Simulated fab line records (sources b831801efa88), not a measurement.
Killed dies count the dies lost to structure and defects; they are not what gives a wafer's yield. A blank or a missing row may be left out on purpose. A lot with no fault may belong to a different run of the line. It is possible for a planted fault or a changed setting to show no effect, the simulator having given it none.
8D (eight disciplines) problem report, filled in by code / flow sfq line / the parts of the form that need people (team, actions taken, sign-off) are left out

## 1. THE PROBLEM
JJ_NB_RS at SFQ_JJ_RS_MEAS_929 reads a mean of 0.899 ohm/sq on 2 wafers of 1 lot; wafers without a fault read 1.046 ohm/sq with a standard deviation of 0.011. That is -13 standard deviations from the usual mean.
The step: measures by four-point-probe.
First seen on wafer L780.1, day 44 23:26, on film metro-04. The record has a number at this step for 39 wafers belonging to 13 lots. The rule behind "out" and "out of limits": a value lying over 4 standard deviations away from the usual mean. The rest of the wafers with a number are treated as sound.

## 2. WHAT IT IS, WHAT IT ISN'T
question=which readings at this step | is=JJ_NB_RS | is not=-
question=which lots | is=L780 | is not=L765, L767, L768, L769, L772, L773, L776, L778, L785, L786, L787, L788
question=which wafers of those lots | is=L780.1, L780.6 | is not=L780.4
question=read on which gauges | is=film metro-04 | is not=film metro-01, film metro-02
question=when | is=from day 44 23:26 | is not=up to then (25 sound wafers); but 12 sound wafers of L785, L786, L787, L788 came after

## 3. SUSPECTS, AND WHAT RULES EACH OUT
Counting: any tool at a process step up to the reading remains a suspect provided it ran every lot that is out. Sound lots after the first of them don't rule it out here, since some wafers of a struck lot are sound.
- the gauge at SFQ_JJ_RS_MEAS_929: kept. All the wafers that are out were read on film metro-04, and no step on other tools shows them out.
- rie metal-04 at SFQ_TRILAYER_M3_STRIP_STRIP_079 (strips in O2): kept. It ran the lot that is out, L780 (day 35 03:15); its last sound lot up to then is L778 (day 34 16:27).
- cmp-01 at SFQ_TRILAYER_I4_CMP_CMP_100 (polishes SiO2): kept. It ran the lot that is out, L780 (day 41 17:11); its last sound lot up to then is L772 (day 37 08:41).
- rie diel-04 at SFQ_TRILAYER_I4_VIA_BARC_OPEN_VIA_ETCH_146 (etches BARC in O2, target depth 125 nm, time 41.7 s): kept. It ran the lot that is out, L780 (day 44 21:17); its last sound lot up to then is L778 (day 43 21:44).
- pvd sputter-04 at SFQ_TRILAYER_JJ_TRILAYER_DEP_SPUTTER_112 (material Nb, target thk 170 nm, time 113.3 s): kept. It ran the lot that is out, L780 (day 44 23:21); its last sound lot up to then is L778 (day 43 23:47).
- Within cmp-01 at SFQ_TRILAYER_I4_CMP_CMP_100: the wafers that are out ran in chambers 0, 3; their sound lot-mates ran in chamber 2.
- The sound lot-mates ran in chamber 1 of rie diel-04 at SFQ_TRILAYER_I4_VIA_BARC_OPEN_VIA_ETCH_146, but the wafers that are out ran in chamber 3.
Left after counting: rie metal-04 at SFQ_TRILAYER_M3_STRIP_STRIP_079, cmp-01 at SFQ_TRILAYER_I4_CMP_CMP_100, rie diel-04 at SFQ_TRILAYER_I4_VIA_BARC_OPEN_VIA_ETCH_146, pvd sputter-04 at SFQ_TRILAYER_JJ_TRILAYER_DEP_SPUTTER_112, film metro-04 at SFQ_JJ_RS_MEAS_929.

## 4. THE CAUSE (what the simulator had put in)
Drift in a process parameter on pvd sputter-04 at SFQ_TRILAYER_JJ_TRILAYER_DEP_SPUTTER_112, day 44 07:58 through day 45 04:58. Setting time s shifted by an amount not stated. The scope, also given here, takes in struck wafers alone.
After counting, 5 suspects remain, this tool included.

## 5. SEQUENCE OF EFFECTS, ordered by route
Each row: a reading where the mean over the struck wafers with a number is more than 3 standard deviations away from the usual. Readings are gone through only where the record gives a usual standard deviation; hours: the median, over the lots, of the time from a lot's start at the first step in this table giving one to that lot's start at this step; sigmas: the change measured in usual standard deviations.
hours=0; step=SFQ_JJ_RS_MEAS_929; reading=JJ_NB_RS; usual=1.046 ohm/sq; on struck wafers=0.899; change=-0.147; sigmas=-13

## 6. HOW IT WOULD HAVE BEEN CAUGHT EARLIER
In this record the first reading out of limits at a measuring or inspecting step was taken at day 44 23:26, 15 hours after the fault began at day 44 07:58.
No tool reading at SFQ_TRILAYER_JJ_TRILAYER_DEP_SPUTTER_112 that has a usual standard deviation in the record was out on any struck wafer, so an alarm limit of 4 standard deviations on those readings would not have fired.
By day 44 23:26, every lot that is out (1) had started SFQ_TRILAYER_JJ_TRILAYER_DEP_SPUTTER_112 on pvd sputter-04. Had the tool been put on hold then, not one of them would have been saved.
